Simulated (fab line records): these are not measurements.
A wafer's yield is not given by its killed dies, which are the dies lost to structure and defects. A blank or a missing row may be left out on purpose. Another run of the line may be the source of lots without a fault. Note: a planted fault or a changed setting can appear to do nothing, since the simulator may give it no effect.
Comparing a struck lot with a sound one ; flow sky130 ; 14 out of 708 route steps
Sound: these wafers, L971.1, L971.4, L971.5. The struck wafers were L977.3, L977.4, L977.5. The cause is given at the end.
Order at every step that has rows: each side's tool, ch and its chambers, its first start. Under that, the readings that differ: sound wafers ; struck wafers ; difference of the means ; sigmas: that difference in standard deviations of wafers without a fault.
alike: same words and numbers on both sides, and readings whose means sit less than 2 such deviations apart. not compared: any withheld reading, any reading some wafer has no value for, any bound like >300 that may hide the same value, and any number with overlapping values for which the record gives no deviation.
Wherever a step has rows on one side only, a row that says differs or no value, or a row with sigmas, the two part there. When numbers do not overlap yet have no deviation, they are printed without sigmas and do not part them. A reading missing from all wafers of one side parts the sides only when that side holds two or more wafers.

first, 5 steps without rows for these wafers: SKY_SONOS_ONO_COAT_08 (resist thk 1140 nm); SKY_SONOS_ONO_SOFTBAKE_09 (time 60 s); SKY_SONOS_ONO_EXPOSE_10 (exposes mask ONOM, target cd 410 nm); SKY_SONOS_ONO_PEB_11; SKY_SONOS_ONO_DEVELOP_12 (develop time 60 s).
SKY_SONOS_ONO_CD_MEAS_13 targets a cd of 410 nm.
  sound on cd_sem-02 at day 14 06:07; struck on cd_sem-02 at day 16 04:19
  alike: cd_nm
SKY_SONOS_ONO_OVL_MEAS_14:
  sound on overlay-02 at day 14 06:14; struck on overlay-02 at day 16 04:25
  alike: SONOS_ONO_OVL
SKY_SONOS_ONO_ETCH_15: etches the open film in CHF3/O2, target depth 19.52 nm, time 7.8 s.
  sound on rie_diel-02 ch 0,3, day 14 06:17; struck on rie_diel-02 ch 0,1,3, day 16 04:26
  alike: drypump_motor_current_A, oes_product_au, throttle_valve_pct
  not compared: rf_hours_counter_h
then, 1 step without rows for these wafers: SKY_SONOS_ONO_WET_ETCH_16 (etches SiO2 in dHF, target depth 14 nm, time 280 s).
SKY_SONOS_ONO_STRIP_17: strips in O2/N2.
  sound on plasma_asher-01 ch 1, day 14 06:23; struck on plasma_asher-01 ch 0,1, day 16 04:35
  alike: drypump_motor_current_A, o2_flow_sccm, oes_product_au, strip_time_to_endpoint_s
  not compared: rf_hours_counter_h
then, 2 steps without rows for these wafers: SKY_SONOS_ONO_WET_ETCH_18 (etches Si3N4 in H3PO4, target depth 15 nm, time 172 s); SKY_GATE_OXIDE_CLEAN_00 (cleans in SC1/SC2, time 150 s).
SKY_GATE_OXIDE_OXIDATION_01: stabilise 600 s, purge 300 s, target thk 10.268 nm.
  sound on furnace-01 ch 0, day 14 06:41; struck on furnace-02, day 16 04:55
  no value came back on the struck wafers for ox_temp_c (C), ox_temp_c_max, tube_center_temp_C_max; on the sound wafers ox_temp_c (C) reads 900.1 900.6 900.6
then, 1 step without rows for these wafers: SKY_GATE_OXIDE_DEHYDRATE_03 (time 60 s).

WHERE THEY PART
Only at SKY_GATE_OXIDE_OXIDATION_01, as far as this record shows.

WHY: what the simulator had put in
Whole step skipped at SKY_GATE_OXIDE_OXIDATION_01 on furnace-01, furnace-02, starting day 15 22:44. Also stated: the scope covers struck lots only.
